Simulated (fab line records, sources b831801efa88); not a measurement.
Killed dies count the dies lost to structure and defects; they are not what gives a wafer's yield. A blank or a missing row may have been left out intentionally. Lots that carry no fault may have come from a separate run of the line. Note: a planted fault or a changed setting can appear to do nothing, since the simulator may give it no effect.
fab line records    flow sky130    part 2 of 2: steps 30 to 38 of 38
record: lots: 5  wafers: 15  last_day: 49
route steps=708 shown LOCAL_INTERCONNECT@393 CONTACT@406
lots with no fault: from the same line, run without faults
start_h: hours from the record's opening day to when the first of the lot's shown wafers began    wait_h: hours from the lot's prior step to this one    " the same as in the row above    L1.1+2: one row covering several wafers at once    - no value, or no start was given    * or withheld: withheld    < > ~ a bound
route shown NAME@n: NAME is a module with steps in the file, n the number in the route of the first one    usual: average and standard deviation across the fault-free wafers    same: alike in all rows    chamber/n: place in a boat    sites: readings site by site    _std_site: standard deviation across them    _edge_site: mean of outer sites minus mean of inner sites    radius_mm: for every site, how far away it sits from the centre of the wafer    mask NAME#n: copy n    behind: the last tool/chamber to shape the wafer    hold: the reason the lot was held/the length of the hold in hours/how it ended    device: whichever transistor did not switch (one of n, p or np)    end of line: at the end of the route, the tests of the same wafers    a step with no rows: only its recipe    killed: dies lost to structure and defects at the first sort, not the wafer's yield    map: a wafer's dies, marking killed ones x, the rest . and places with no die _
set.NAME: the setting as run; set.NAME@STEP: as run at that earlier step    model.NAME: the simulator's own value behind a step, which no gauge read
lots at some steps of the route; a table a step, a row a wafer
services: from which hour (start_h, from the record's first day; less than 0 if before it) a tool's chamber was out of use, for how many hours, and why
== steps ==
step: SKY_CONTACT_ETCH_16
recipe: chemistry: N2/H2  target: BARC  ion_energy_ev: 200  source_w: 500  bias_w: 100  pressure_mtorr: 30  n2_flow_sccm: 100  h2_flow_sccm: 200  stop_on: SiO2  time_s: 45.9  target_depth_a: 600
usual: drypump_motor_current_A: 5.7/0.48  h2_flow_sccm: 200.0/0.54  oes_product_au: 0.855/0.0045  throttle_valve_pct: 13.224/0.0095
lot.wafer  tool         chamber  start_h  wait_h  drypump_motor_current_A  h2_flow_sccm  oes_product_au  rf_hours_counter_h  throttle_valve_pct
L078.1     rie_diel-03  2        772.19   0.0     5.6                      199.9         0.862           7                   13.216
L078.2     "            3        "        "       6.1                      199.5         0.850           18                  13.230
L078.6     "            2        "        "       5.7                      200.5         0.857           -                   13.218
L079.1     rie_diel-03  0        773.60   0.0     6.6                      200.4         0.857           23                  13.215
L079.2     "            3        "        "       6.1                      200.0         0.850           18                  13.238
L079.6     "            1        "        "       4.9                      200.0         0.850           -                   13.202
L085.2     rie_diel-03  0        818.49   0.0     6.6                      200.9         0.854           24                  13.228
L085.3     "            3        "        "       6.1                      200.4         0.858           19                  13.220
L085.4     "            1        "        "       4.9                      199.8         0.860           -                   13.231
L088.2     rie_diel-04  1        845.28   0.0     5.5                      200.0         0.855           16                  13.231
L088.5     "            0        "        "       5.3                      199.7         0.864           -                   13.223
L088.6     "            3        "        "       5.6                      199.3         0.846           -                   13.220
L090.1     rie_diel-04  1        871.00   0.0     5.5                      199.2         0.853           17                  13.227
L090.4     "            2        "        "       5.2                      200.2         0.853           6                   13.227
L090.6     "            3        "        "       5.5                      200.5         0.851           -                   13.217
step: SKY_CONTACT_ETCH_17
recipe: target: SiO2  chemistry: C4F8/O2/Ar  stop_on: Si3N4  mask_material: KrF-thick  source_w: 1500  bias_w: 1200  pressure_mtorr: 40  c4f8_flow_sccm: withheld  O2_flow_sccm: 6  Ar_flow_sccm: 300  time_s: withheld  target_depth_a: 3400
usual: oes_product_au: 0.891/0.0048
lot.wafer  tool         chamber  start_h  wait_h  oes_product_au
L078.1     rie_diel-03  2        772.23   0.0     0.896
L078.2     "            3        "        "       0.898
L078.6     "            2        "        "       0.896
L079.1     rie_diel-03  0        773.64   0.0     0.895
L079.2     "            3        "        "       0.883
L079.6     "            1        "        "       0.893
L085.2     rie_diel-03  0        818.53   0.0     0.892
L085.3     "            3        "        "       0.889
L085.4     "            1        "        "       0.889
L088.2     rie_diel-04  1        845.32   0.0     0.886
L088.5     "            0        "        "       0.889
L088.6     "            3        "        "       0.889
L090.1     rie_diel-04  1        871.04   0.0     0.896
L090.4     "            2        "        "       0.888
L090.6     "            3        "        "       0.891
step: SKY_CONTACT_ETCH_18
recipe: target: Si3N4  chemistry: CHF3/O2  stop_on: TiN  source_w: 600  bias_w: 200  pressure_mtorr: 40  chf3_flow_sccm: 50  O2_flow_sccm: 5  time_s: 39  target_depth_a: 750
usual: drypump_motor_current_A: 5.7/0.48  oes_product_au: 0.854/0.0077  throttle_valve_pct: 8.793/0.009
lot.wafer  tool         chamber  start_h  wait_h  drypump_motor_current_A  oes_product_au  rf_hours_counter_h  throttle_valve_pct
L078.1     rie_diel-03  2        -        -       5.7                      0.857           7                   8.781
L078.2     "            3        "        "       6.1                      0.853           18                  8.800
L078.6     "            2        "        "       5.7                      0.857           -                   8.809
L079.1     rie_diel-03  0        -        -       6.5                      0.856           23                  8.792
L079.2     "            3        "        "       6.1                      0.852           18                  8.783
L079.6     "            1        "        "       4.9                      0.860           -                   8.801
L085.2     rie_diel-03  0        -        -       6.6                      0.838           25                  8.784
L085.3     "            3        "        "       6.1                      0.848           19                  8.788
L085.4     "            1        "        "       4.9                      0.855           -                   8.797
L088.2     rie_diel-04  1        -        -       5.5                      0.849           16                  8.792
L088.5     "            0        "        "       5.3                      0.863           -                   8.802
L088.6     "            3        "        "       5.5                      0.860           -                   8.782
L090.1     rie_diel-04  1        -        -       5.5                      0.844           17                  8.810
L090.4     "            2        "        "       5.2                      0.851           6                   8.782
L090.6     "            3        "        "       5.5                      0.850           -                   8.777
step: SKY_CONTACT_STRIP_19
recipe: chemistry: O2/N2  power_w: 1400  pressure_mtorr: 1500  platen_temp_c: withheld  o2_flow_sccm: 3000  n2_flow_sccm: 300  overash_fraction: 0.5
usual: drypump_motor_current_A: 5.7/0.52  oes_product_au: 0.380/0.0047  strip_time_to_endpoint_s: 3.621/0.028
lot.wafer  tool             chamber  start_h  wait_h  drypump_motor_current_A  oes_product_au  rf_hours_counter_h  strip_time_to_endpoint_s
L078.1     plasma_asher-01  0        772.32   -       6.3                      0.383           2                   3.654
L078.2     "                1        "        "       4.8                      0.375           2                   3.660
L078.6     "                0        "        "       6.3                      0.379           -                   3.654
L079.1     plasma_asher-02  1        773.73   -       5.6                      0.387           98                  3.615
L079.2     "                0        "        "       6.3                      0.383           98                  3.644
L079.6     "                0        "        "       6.3                      0.367           -                   3.592
L085.2     plasma_asher-04  0        818.62   -       6.0                      0.386           39                  3.605
L085.3     "                1        "        "       5.4                      0.381           -                   3.643
L085.4     "                0        "        "       6.0                      0.382           -                   3.605
L088.2     plasma_asher-02  0        845.41   -       6.2                      0.380           105                 3.645
L088.5     "                0        "        "       6.2                      0.375           -                   3.643
L088.6     "                1        "        "       5.6                      0.381           -                   3.629
L090.1     plasma_asher-04  0        871.13   -       6.0                      0.378           45                  3.648
L090.4     "                0        "        "       6.1                      0.376           -                   3.622
L090.6     "                0        "        "       6.0                      0.383           -                   3.640
step: SKY_CONTACT_STRIP_20
recipe: chemistry: post_etch_residue_remover  time_s: 1200  temp_c: 72.5
usual: bath_heat_duty_pct: 14.6/1.4
lot.wafer  tool          chamber  start_h  wait_h  bath_heat_duty_pct
L078.1     wet_bench-01  0        772.42   0.1     13.9
L078.2     "             0        "        "       13.9
L078.6     "             0        "        "       14.7
L079.1     wet_bench-03  0        773.83   0.1     15.5
L079.2     "             0        "        "       15.0
L079.6     "             0        "        "       15.0
L085.2     wet_bench-01  3        818.72   0.1     13.0
L085.3     "             3        "        "       13.5
L085.4     "             3        "        "       12.9
L088.2     wet_bench-01  3        845.51   0.1     12.0
L088.5     "             3        "        "       12.6
L088.6     "             3        "        "       12.7
L090.1     wet_bench-03  0        871.23   0.1     15.2
L090.4     "             0        "        "       15.4
L090.6     "             0        "        "       16.4
step: SKY_CONTACT_CLEAN_21
recipe: chemistry: IPA  time_s: 180  temp_c: 25
usual: bath_heat_duty_pct: 6.5/0.61
lot.wafer  tool          chamber  start_h  wait_h  bath_heat_duty_pct
L078.1     wet_bench-04  3        772.77   0.0     7.1
L078.2     "             3        "        "       6.3
L078.6     "             3        "        "       6.6
L079.1     wet_bench-01  0        774.17   0.0     7.1
L079.2     "             0        "        "       6.1
L079.6     "             0        "        "       6.1
L085.2     wet_bench-04  2        819.10   0.0     6.9
L085.3     "             2        "        "       6.7
L085.4     "             2        "        "       6.2
L088.2     wet_bench-03  0        845.92   0.0     6.3
L088.5     "             0        "        "       7.0
L088.6     "             0        "        "       6.1
L090.1     wet_bench-01  0        871.57   0.0     6.2
L090.4     "             0        "        "       6.1
L090.6     "             0        "        "       5.6
step: SKY_CONTACT_CLEAN_22
recipe: chemistry: O3/DIW  dry: n2_spin
lot.wafer   tool          chamber  start_h  wait_h
L078.1+2+6  wet_bench-03  2        772.89   0.0
L079.1+2+6  wet_bench-04  1        774.23   0.0
L085.2+3+4  wet_bench-03  0        819.16   0.0
L088.2+5+6  wet_bench-04  2        845.97   0.0
L090.1+4+6  wet_bench-04  1        871.64   0.0
step: SKY_CONTACT_SPUTTER_23
recipe: material: TiN  target_thk_nm: 20  chamber_pressure_pa: 5  power_w: 4000  time_s: 80
usual: chamber_pressure_pa: 5.001/0.01  throttle_valve_pct: 30.5/1.3
lot.wafer  tool            chamber  start_h  wait_h  chamber_pressure_pa  throttle_valve_pct
L078.1     pvd_sputter-02  -        772.98   0.0     4.998                30.2
L078.2     "               -        "        "       4.987                30.9
L078.6     "               -        "        "       5.005                29.8
L079.1     pvd_sputter-04  -        774.33   0.0     4.995                31.7
L079.2     "               -        "        "       5.016                28.6
L079.6     "               -        "        "       4.998                28.3
L085.2     pvd_sputter-04  -        819.25   0.0     4.992                31.9
L085.3     "               -        "        "       5.021                32.3
L085.4     "               -        "        "       5.011                28.4
L088.2     pvd_sputter-03  -        846.07   0.0     4.996                28.6
L088.5     "               -        "        "       5.000                29.7
L088.6     "               -        "        "       5.014                28.4
L090.1     pvd_sputter-02  -        871.74   0.0     4.987                30.4
L090.4     "               -        "        "       5.006                31.0
L090.6     "               -        "        "       4.997                30.1
step: SKY_CONTACT_CVD_24
recipe: material: W  target_thk_nm: 340  time_s: 102.12  temp_c: 400  pressure_torr: 40
usual: heater_power_w: 938/94
lot.wafer  tool      chamber  start_h  wait_h  heater_power_w
L078.1     cvd_w-01  1        773.05   0.0     1068
L078.2     "         0        "        "       998
L078.6     "         1        "        "       1042
L079.1     cvd_w-02  0        774.39   0.0     800
L079.2     "         1        "        "       917
L079.6     "         0        "        "       809
L085.2     cvd_w-02  0        819.31   0.0     787
L085.3     "         0        "        "       800
L085.4     "         1        "        "       916
L088.2     cvd_w-02  0        846.13   0.0     815
L088.5     "         0        "        "       800
L088.6     "         1        "        "       927
L090.1     cvd_w-02  1        871.80   0.0     941
L090.4     "         0        "        "       812
L090.6     "         0        "        "       805
== services ==
tool             chamber  start_h  hours  kind
rie_metal-01     0        705.97   5.3    repair
krf_scanner-01   -        707.06   1.0    pm
cmp-01           -        710.22   0.8    repair
wet_bench-03     -        738.87   2.0    repair
krf_scanner-01   -        740.95   8.6    repair
wet_bench-03     -        742.55   1.6    repair
rie_diel-03      -        754.93   0.7    repair
wet_bench-01     -        757.24   2.8    repair
cvd_w-02         1        758.84   3.7    repair
rie_diel-04      -        764.06   4.3    repair
rie_metal-02     -        764.89   0.3    repair
krf_scanner-02   -        773.24   0.2    repair
wet_bench-02     -        778.57   1.9    pm
krf_scanner-02   -        782.00   1.0    pm
krf_scanner-01   -        785.59   0.8    pm
rie_diel-03      2        787.84   34.4   repair
wet_bench-02     -        795.28   1.1    repair
rie_metal-02     -        802.54   0.6    repair
krf_scanner-01   -        811.46   1.3    pm
krf_scanner-01   -        817.22   6.1    repair
plasma_asher-04  -        837.98   1.5    repair
rie_diel-03      1        852.12   10.9   repair
rie_metal-01     -        864.23   1.4    pm
wet_bench-02     -        871.71   1.5    repair
